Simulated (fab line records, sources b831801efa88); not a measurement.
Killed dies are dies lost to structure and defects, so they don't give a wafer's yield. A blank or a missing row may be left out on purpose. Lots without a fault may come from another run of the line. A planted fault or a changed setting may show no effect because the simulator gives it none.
fab line records | flow gf180mcu
record lots=5 wafers=15 last_day=31
route steps=602 shown V2@400 M3@409
lots that met no fault: from a run of the same line without faults
start_h: hours from the record's first day to the start of the lot's first wafer shown | wait_h: hours since the lot's step before | " the same as in the row above | L1.1+2: a row that stands for several wafers | - no value, or no start given | * or withheld: withheld | < > ~ a bound
route shown NAME@n: a module of which the file shows steps, and the number in the route of the first | usual: mean/standard deviation of fault-free wafers | same: alike in all rows | chamber/n: place in a boat | sites: the reading at each site | _std_site: their standard deviation | _edge_site: outer sites' mean less inner sites' | radius_mm: how far each site lies from the wafer's centre | mask NAME#n: copy n | behind: the tool/chamber that last shaped the wafer | hold: why the lot was held/for how many hours/how that ended | device: the transistor (n, p or np) that didn't switch | end of line: the same wafers' tests at the end of the route | a step without rows: its recipe alone | killed: dies lost to structure and defects at the first sort, not the wafer's yield | map: a wafer's dies, x killed, . not, _ none there
set.NAME: the setting as run; set.NAME@STEP: as run at that earlier step | model.NAME: the simulator's own value behind a step, which no gauge read
lots at some steps of the route; a table a step, a row a wafer
services: from which hour (start_h, from the record's first day; less than 0 if before it) a tool's chamber was out of use, for how many hours, and why
## steps
# step GF_V2_STRIP_18
# recipe chemistry=O2/N2 power_w=1400 pressure_mtorr=1500 platen_temp_c=250 o2_flow_sccm=3000 n2_flow_sccm=300 overash_fraction=0.5
# usual drypump_motor_current_A=5.7/0.65 heater_power_w=341/29 oes_product_au=0.593/0.0052
# columns lot.wafer tool chamber start_h wait_h drypump_motor_current_A heater_power_w oes_product_au rf_hours_counter_h
L075.2 plasma_asher-04 0 473.45 - 4.9 346 0.591 85
L075.3 " 1 " " 6.7 320 0.593 -
L075.5 " 1 " " 6.6 317 0.605 -
L078.1 plasma_asher-01 0 501.05 - 6.6 365 0.592 6
L078.4 " 0 " " 6.6 364 0.599 -
L078.6 " 1 " " 5.2 358 0.597 -
L081.1 plasma_asher-04 0 538.82 - 4.9 345 0.592 93
L081.5 " 1 " " 6.5 307 0.602 -
L081.6 " 0 " " 4.9 353 0.594 -
L084.4 plasma_asher-01 0 556.84 - 6.6 363 0.589 -
L084.5 " 1 " " 5.2 349 0.597 -
L084.6 " 0 " " 6.6 370 0.580 -
L085.1 plasma_asher-03 0 560.05 - 5.6 373 0.594 87
L085.3 " 1 " " 5.5 282 0.592 -
L085.4 " 0 " " 5.5 381 0.608 -
# step GF_V2_STRIP_19
# recipe chemistry=post_etch_residue_remover time_s=1200 temp_c=72.5
# columns lot.wafer tool chamber start_h wait_h
L075.2+3+5 wet_bench-04 1 473.55 0.1
L078.1+4+6 wet_bench-01 3 501.15 0.1
L081.1+5+6 wet_bench-04 0 538.92 0.1
L084.4+5+6 wet_bench-04 2 556.91 0.0
L085.1+3+4 wet_bench-03 2 560.15 0.1
# step GF_V2_CLEAN_20
# recipe chemistry=DIW dry=n2_spin
# columns lot.wafer tool chamber start_h wait_h
L075.2+3+5 wet_bench-03 0 473.89 0.0
L078.1+4+6 wet_bench-04 0 501.52 0.0
L081.1+5+6 wet_bench-03 1 539.30 0.0
L084.4+5+6 wet_bench-03 0 557.28 0.0
L085.1+3+4 wet_bench-04 3 560.49 0.0
# step GF_V2_SPUTTER_21
# recipe material=Ti target_thk_nm=15 chamber_pressure_pa=5 power_w=2500 substrate_temp_c=200 time_s=80.02
# usual throttle_valve_pct=29.9/0.91
# columns lot.wafer tool chamber start_h wait_h throttle_valve_pct
L075.2 pvd_sputter-02 - 473.98 0.0 29.0
L075.3 " - " " 28.9
L075.5 " - " " 29.9
L078.1 pvd_sputter-02 - 501.62 0.0 30.6
L078.4 " - " " 29.7
L078.6 " - " " 29.9
L081.1 pvd_sputter-03 - 539.39 0.0 30.1
L081.5 " - " " 29.9
L081.6 " - " " 31.6
L084.4 pvd_sputter-02 - 557.37 0.0 30.7
L084.5 " - " " 30.0
L084.6 " - " " 29.1
L085.1 pvd_sputter-03 - 560.59 0.0 30.1
L085.3 " - " " 29.9
L085.4 " - " " 28.1
# step GF_V2_SPUTTER_22
# recipe material=TiN target_thk_nm=10 chamber_pressure_pa=5 power_w=4000 time_s=40
# usual throttle_valve_pct=29.8/0.93
# columns lot.wafer tool chamber start_h wait_h throttle_valve_pct
L075.2 pvd_sputter-02 - 474.04 0.0 29.0
L075.3 " - " " 29.2
L075.5 " - " " 30.0
L078.1 pvd_sputter-02 - 501.68 0.0 30.7
L078.4 " - " " 29.9
L078.6 " - " " 30.1
L081.1 pvd_sputter-03 - 539.45 0.0 29.7
L081.5 " - " " 29.8
L081.6 " - " " 31.7
L084.4 pvd_sputter-02 - 557.43 0.0 30.4
L084.5 " - " " 29.7
L084.6 " - " " 28.8
L085.1 pvd_sputter-03 - 560.65 0.0 29.8
L085.3 " - " " 29.9
L085.4 " - " " 27.6
# step GF_V2_CVD_23
# recipe material=W target_thk_nm=350 time_s=104.94 temp_c=400 pressure_torr=40
# usual heater_power_w=795/85
# columns lot.wafer tool chamber start_h wait_h heater_power_w
L075.2 cvd_w-01 1 474.08 0.0 839
L075.3 " 1 " " 860
L075.5 " 1 " " 873
L078.1 cvd_w-02 0 501.72 0.0 825
L078.4 " 0 " " 840
L078.6 " 0 " " 823
L081.1 cvd_w-02 0 539.49 0.0 814
L081.5 " 1 " " 651
L081.6 " 0 " " 829
L084.4 cvd_w-02 0 557.51 0.1 826
L084.5 " 1 " " 645
L084.6 " 0 " " 811
L085.1 cvd_w-01 1 560.69 0.0 858
L085.3 " 1 " " 835
L085.4 " 0 " " 842
# step GF_V2_RS_MEAS_24
# recipe thk_meas_gauge=four-point-probe reads=W_of_V2_CVD_23+TiN_of_V2_SPUTTER_22+Ti_of_V2_SPUTTER_21
# usual V2_W_RS=0.329/0.0057
# columns lot.wafer tool chamber start_h wait_h V2_W_RS[ohm/sq]
L075.2 film_metro-03 - 474.21 0.1 0.322
L075.3 " - " " 0.329
L075.5 " - " " 0.324
L078.1 film_metro-01 - 501.83 0.1 0.322
L078.4 " - " " 0.326
L078.6 " - " " 0.321
L081.1 film_metro-03 - 539.60 0.1 0.327
L081.5 " - " " 0.341
L081.6 " - " " 0.328
L084.4 film_metro-03 - 557.64 0.1 0.326
L084.5 " - " " 0.329
L084.6 " - " " 0.321
L085.1 film_metro-03 - 560.80 0.1 0.337
L085.3 " - " " 0.336
L085.4 " - " " 0.328
# step GF_V2_THK_MEAS_25
# recipe thk_meas_gauge=xrf reads=W_of_V2_CVD_23
# usual V2_W_THK=356/6.4
# columns lot.wafer tool chamber start_h wait_h V2_W_THK[nm]
L075.2 film_metro-03 - 474.32 0.1 363
L075.3 " - " " 359
L075.5 " - " " 361
L078.1 film_metro-01 - 501.95 0.1 365
L078.4 " - " " 360
L078.6 " - " " 366
L081.1 film_metro-03 - 539.72 0.1 358
L081.5 " - " " 346
L081.6 " - " " 358
L084.4 film_metro-03 - 557.73 0.1 358
L084.5 " - " " 355
L084.6 " - " " 365
L085.1 film_metro-03 - 560.92 0.1 347
L085.3 " - " " 346
L085.4 " - " " 356
# step GF_V2_CMP_26
# recipe stop_on=SiO2 down_force_psi=3.5 platen_rpm=60 t_overpolish_s=15 target_thk_nm=0 pad_velocity_m_s=0.94248
# usual motor_current_A=10.8/1 overpolish_run_s=15.001/0.0091 slurry_filter_dp_kPa=13.49/0.14 time_to_endpoint_s=81/4.7
# columns lot.wafer tool chamber start_h wait_h motor_current_A overpolish_run_s slurry_filter_dp_kPa time_to_endpoint_s
L075.2 cmp-02 1 474.37 0.0 10.8 15.026 13.65 81
L075.3 " 3 " " 11.3 14.993 13.43 84
L075.5 " 2 " " 9.1 14.989 13.57 87
L078.4 cmp-01 1 502.01 0.0 11.9 15.007 13.59 86
L078.1 " 3 " " 11.6 14.993 13.55 90
L078.6 " 2 " " 11.3 15.005 13.34 78
L081.1 cmp-02 2 539.93 0.2 8.9 14.993 13.59 81
L081.6 " 3 " " 11.5 14.998 13.50 83
L081.5 " 0 " " 10.3 14.986 13.33 82
L084.4 cmp-02 0 557.76 0.0 10.4 14.985 13.46 82
L084.6 " 0 " " 10.3 15.006 13.42 83
L084.5 " 1 " " 10.6 15.010 13.14 74
L085.1 cmp-01 1 560.98 0.1 11.2 15.009 13.53 82
L085.3 " 2 " " 11.7 15.013 13.46 76
L085.4 " 0 " " 12.1 15.011 13.52 89
# step GF_M3_SPUTTER_00
# recipe material=Ti target_thk_nm=37.5 arriving_ion_energy_ev=80 substrate_temp_c=200 chamber_pressure_pa=2 power_w=4092 time_s=150
# usual throttle_valve_pct=30.0/1
# columns lot.wafer tool chamber start_h wait_h throttle_valve_pct
L075.2 pvd_sputter-03 - 474.67 0.2 31.8
L075.3 " - " " 28.1
L075.5 " - " " 29.8
L078.1 pvd_sputter-03 - 502.31 0.1 30.2
L078.4 " - " " 31.6
L078.6 " - " " 29.9
L081.1 pvd_sputter-04 - 540.08 0.1 30.5
L081.5 " - " " 29.2
L081.6 " - " " 30.1
L084.4 pvd_sputter-03 - 558.06 0.2 30.2
L084.5 " - " " 30.1
L084.6 " - " " 31.6
L085.1 pvd_sputter-03 - 561.28 0.2 28.0
L085.3 " - " " 29.6
L085.4 " - " " 29.7
# step GF_M3_SPUTTER_01
# recipe material=TiN target_thk_nm=30 power_w=6500 time_s=25 chamber_pressure_pa=0.4
# usual throttle_valve_pct=30.0/1.1
# columns lot.wafer tool chamber start_h wait_h throttle_valve_pct
L075.2 pvd_sputter-03 - 474.77 0.1 31.8
L075.3 " - " " 28.0
L075.5 " - " " 29.9
L078.1 pvd_sputter-03 - 502.41 0.1 30.3
L078.4 " - " " 31.7
L078.6 " - " " 29.9
L081.1 pvd_sputter-04 - 540.18 0.1 30.3
L081.5 " - " " 29.3
L081.6 " - " " 30.0
L084.4 pvd_sputter-03 - 558.16 0.1 30.1
L084.5 " - " " 29.9
L084.6 " - " " 31.7
L085.1 pvd_sputter-03 - 561.38 0.1 28.1
L085.3 " - " " 30.0
L085.4 " - " " 30.1
# step GF_M3_SPUTTER_02
# recipe material=AlCu target_thk_nm=450 power_w=10600 time_s=23.9 chamber_pressure_pa=0.4
# usual throttle_valve_pct=30.0/1.1
# columns lot.wafer tool chamber start_h wait_h throttle_valve_pct
L075.2 pvd_sputter-03 - 474.80 0.0 31.8
L075.3 " - " " 28.0
L075.5 " - " " 29.8
L078.1 pvd_sputter-03 - 502.44 0.0 29.9
L078.4 " - " " 31.6
L078.6 " - " " 29.9
L081.1 pvd_sputter-04 - 540.21 0.0 30.8
L081.5 " - " " 29.5
L081.6 " - " " 30.0
L084.4 pvd_sputter-03 - 558.19 0.0 30.1
L084.5 " - " " 30.2
L084.6 " - " " 31.7
L085.1 pvd_sputter-03 - 561.41 0.0 28.0
L085.3 " - " " 30.1
L085.4 " - " " 29.9
# step GF_M3_SPUTTER_03
# recipe material=Ti target_thk_nm=10 substrate_temp_c=300 chamber_pressure_pa=0.3 power_w=3000 time_s=6.7
# usual throttle_valve_pct=29.9/1.1
# columns lot.wafer tool chamber start_h wait_h throttle_valve_pct
L075.2 pvd_sputter-03 - 474.83 0.0 31.5
L075.3 " - " " 28.0
L075.5 " - " " 30.1
L078.1 pvd_sputter-03 - 502.47 0.0 30.2
L078.4 " - " " 31.7
L078.6 " - " " 29.8
L081.1 pvd_sputter-04 - 540.24 0.0 30.3
L081.5 " - " " 29.2
L081.6 " - " " 30.1
L084.4 pvd_sputter-03 - 558.22 0.0 30.1
L084.5 " - " " 29.9
L084.6 " - " " 31.6
L085.1 pvd_sputter-03 - 561.44 0.0 27.9
L085.3 " - " " 30.0
L085.4 " - " " 29.8
# step GF_M3_SPUTTER_04
# recipe material=TiN target_thk_nm=50 power_w=6500 time_s=41.7 chamber_pressure_pa=0.4
# usual throttle_valve_pct=30.0/1.1
# columns lot.wafer tool chamber start_h wait_h throttle_valve_pct
L075.2 pvd_sputter-03 - 474.85 0.0 31.7
L075.3 " - " " 27.9
L075.5 " - " " 30.1
L078.1 pvd_sputter-03 - 502.49 0.0 30.1
L078.4 " - " " 31.8
L078.6 " - " " 29.9
L081.1 pvd_sputter-04 - 540.26 0.0 30.4
L081.5 " - " " 29.1
L081.6 " - " " 29.9
L084.4 pvd_sputter-03 - 558.24 0.0 30.1
L084.5 " - " " 29.8
L084.6 " - " " 31.7
L085.1 pvd_sputter-03 - 561.46 0.0 27.8
L085.3 " - " " 30.1
L085.4 " - " " 29.9
# step GF_M3_RS_MEAS_05
# recipe thk_meas_gauge=four-point-probe reads=TiN_of_M3_SPUTTER_04+Ti_of_M3_SPUTTER_03+AlCu_of_M3_SPUTTER_02+TiN_of_M3_SPUTTER_01+Ti_of_M3_SPUTTER_00
# usual M3_ALCU_RS=0.0693/0.00097
# columns lot.wafer tool chamber start_h wait_h M3_ALCU_RS[ohm/sq]
L075.2 film_metro-02 - 474.91 0.0 0.0692
L075.3 " - " " 0.0698
L075.5 " - " " 0.0693
L078.1 film_metro-02 - 502.53 0.0 0.0695
L078.4 " - " " 0.0682
L078.6 " - " " 0.0684
L081.1 film_metro-04 - 540.34 0.1 0.0704
L081.5 " - " " 0.0700
L081.6 " - " " 0.0701
L084.4 film_metro-04 - 558.34 0.1 0.0698
L084.5 " - " " 0.0676
L084.6 " - " " 0.0685
L085.1 film_metro-03 - 561.50 0.0 0.0694
L085.3 " - " " 0.0702
L085.4 " - " " 0.0682
# step GF_M3_THK_MEAS_06
# recipe thk_meas_gauge=xrf reads=AlCu_of_M3_SPUTTER_02
# usual M3_ALCU_THK=452/6.8
# columns lot.wafer tool chamber start_h wait_h M3_ALCU_THK[nm]
L075.2 film_metro-02 - 475.02 0.1 447
L075.3 " - " " 442
L075.5 " - " " 446
L078.1 film_metro-02 - 502.65 0.1 446
L078.4 " - " " 455
L078.6 " - " " 456
L081.1 film_metro-04 - 540.46 0.1 440
L081.5 " - " " 444
L081.6 " - " " 445
L084.4 film_metro-04 - 558.43 0.1 449
L084.5 " - " " 464
L084.6 " - " " 457
L085.1 film_metro-03 - 561.62 0.1 453
L085.3 " - " " 450
L085.4 " - " " 461
# step GF_M3_DEHYDRATE_07
# recipe temp_c=200 time_s=60
# usual resist_line_temp_C=23.01/0.12
# columns lot.wafer tool chamber start_h wait_h resist_line_temp_C
L075.2 litho_track-03 0 486.20 11.2 23.07
L075.3 " 0 " " 22.90
L075.5 " 0 " " 23.09
L078.1 litho_track-01 0 513.44 10.8 22.88
L078.4 " 0 " " 22.82
L078.6 " 0 " " 22.84
L081.1 litho_track-01 0 551.19 10.7 22.89
L081.5 " 0 " " 22.99
L081.6 " 0 " " 23.02
L084.4 litho_track-04 0 568.79 10.3 23.09
L084.5 " 0 " " 23.06
L084.6 " 0 " " 23.19
L085.1 litho_track-04 0 572.32 10.7 22.81
L085.3 " 0 " " 22.88
L085.4 " 0 " " 22.97
# step GF_M3_HMDS_08
# recipe prime_time_s=60 prime_temp_c=120
# usual resist_line_temp_C=23.02/0.11
# columns lot.wafer tool chamber start_h wait_h resist_line_temp_C
L075.2 litho_track-03 0 486.35 0.1 23.00
L075.3 " 0 " " 23.17
L075.5 " 0 " " 22.99
L078.1 litho_track-01 0 513.59 0.1 22.96
L078.4 " 0 " " 23.05
L078.6 " 0 " " 22.93
L081.1 litho_track-01 0 551.34 0.1 22.87
L081.5 " 0 " " 22.98
L081.6 " 0 " " 22.89
L084.4 litho_track-04 0 568.94 0.1 22.88
L084.5 " 0 " " 22.95
L084.6 " 0 " " 22.83
L085.1 litho_track-04 0 572.47 0.1 22.85
L085.3 " 0 " " 22.91
L085.4 " 0 " " 23.05
## services
# columns tool chamber start_h hours kind
cmp-01 - 454.07 0.5 repair
cmp-01 - 458.85 9.3 pm
plasma_asher-01 - 461.27 5.4 repair
plasma_asher-04 - 466.55 0.9 repair
plasma_asher-03 - 488.15 1.9 repair
cmp-01 - 517.84 0.3 repair
cvd_w-01 - 523.55 1.5 repair
cmp-02 - 528.63 1.4 repair
pvd_sputter-04 - 534.53 3.6 repair
cvd_w-01 - 536.95 0.6 repair
pvd_sputter-04 - 546.02 7.4 repair
cmp-02 - 549.41 0.5 repair
cmp-01 - 572.35 4.0 pm
## key
fault none
